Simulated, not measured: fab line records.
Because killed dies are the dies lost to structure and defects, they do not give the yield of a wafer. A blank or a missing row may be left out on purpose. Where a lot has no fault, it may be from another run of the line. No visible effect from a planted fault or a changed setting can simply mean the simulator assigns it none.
Which of the tools did it? + flow gf180mcu + 14 lots with 42 wafers sampled at 2 steps, on a route of 602 steps

WHAT THE GAUGES SHOWED, per wafer
GF_HV_LDD_CD_MEAS_07: target cd 400 nm.
| lot  | measured     | on        | cd-nm (nm)        |
|------|--------------|-----------|-------------------|
| L123 | day 10 00:23 | cd-sem-01 | 398.2 396.3 397.9 |
| L124 | day 10 03:55 | cd-sem-02 | 399.1 397.9 397.6 |
| L125 | day 10 15:10 | cd-sem-01 | 399.1 397.0 397.0 |
| L126 | day 10 20:56 | cd-sem-01 | 401.7 401.2 399.3 |
| L128 | day 11 08:59 | cd-sem-01 | 400.1 401.2 399.9 |
| L129 | day 11 19:53 | cd-sem-01 | 398.8 395.3 395.3 |
| L130 | day 12 02:18 | cd-sem-01 | 399.3 402.3 400.7 |
| L131 | day 12 09:17 | cd-sem-01 | 401.7 400.0 400.6 |
| L136 | day 13 21:38 | cd-sem-01 | 401.0 400.8 401.7 |
| L138 | day 14 17:54 | cd-sem-01 | 400.4 402.0 400.5 |
| L140 | day 15 05:51 | cd-sem-01 | 400.4 399.3 400.4 |
| L143 | day 16 04:36 | cd-sem-02 | 400.6 400.0 400.6 |
| L145 | day 16 21:51 | cd-sem-02 | 397.3 398.4 397.3 |
| L146 | day 17 03:34 | cd-sem-02 | 398.1 399.3 398.5 |

GF_HV_LDD_OVL_MEAS_32.
| lot  | measured     | on         | HV_LDD_02_OVL (nm) |
|------|--------------|------------|--------------------|
| L123 | day 11 12:39 | overlay-02 | -0.3 0.6 -0.6      |
| L124 | day 11 17:21 | overlay-01 | -0.7 -0.4 1.4      |
| L125 | day 12 05:37 | overlay-02 | -0.6 -0.1 -0.4     |
| L126 | day 12 11:31 | overlay-02 | -0.8 -1.3 -2.2     |
| L128 | day 12 23:37 | overlay-02 | -1.0 -1.9 0.2      |
| L129 | day 13 12:19 | overlay-02 | 0.3 0.6 0.5        |
| L130 | day 13 19:45 | overlay-01 | 1.4 0.4 -0.7       |
| L131 | day 14 02:31 | overlay-02 | -1.4 -0.3 -1.5     |
| L136 | day 15 17:23 | overlay-01 | -0.8 -1.5 -2.2     |
| L138 | day 16 14:40 | overlay-01 | 0.6 0.4 1.8        |
| L140 | day 17 03:49 | overlay-02 | -0.6 -1.2 -2.7     |
| L143 | day 18 03:34 | overlay-01 | 0.5 1.4 -1.0       |
| L145 | day 18 21:16 | overlay-01 | 1.5 3.8 0.9        |
| L146 | day 19 04:19 | overlay-02 | -0.2 -0.7 -0.2     |

TOOL THAT RAN EACH LOT (tool first, then ch and the chambers of the sampled wafers, then the start)
No process step before these readings appears in the record.

AS READ BY THE TOOLS THEMSELVES (means over the sampled wafers that have a number; for cases with no such wafer, the mark the record gives instead)
The record holds no such reading with a usual standard deviation.

THE ANSWER, worked out from the rows above alone
Rule: the lots themselves supply what counts as usual. Put in order of their means at a reading, lots are off if they are a third of the lots or fewer, leave a main group of 4 or more, and stand apart from it by a gap of 3 or more times the standard deviation of the main group's means; of several such gaps the widest counts. A main group is skipped when, at the precision printed for the reading in the tables above, its means are all equal. Also off: a lot with no number at a reading for which 4 or more lots have one. Where the step has rows for the other lots, those lots are counted as sound. First the gauges in route order, then the tools' own readings, where a lot's mean is used as printed above. The first step at which some lot is off is used, and at that step the reading that is off furthest; a lot without a number counts as furthest.
Nothing can be told from this: no lot is off at any reading shown.

WHAT THE SIMULATOR HAD INSERTED
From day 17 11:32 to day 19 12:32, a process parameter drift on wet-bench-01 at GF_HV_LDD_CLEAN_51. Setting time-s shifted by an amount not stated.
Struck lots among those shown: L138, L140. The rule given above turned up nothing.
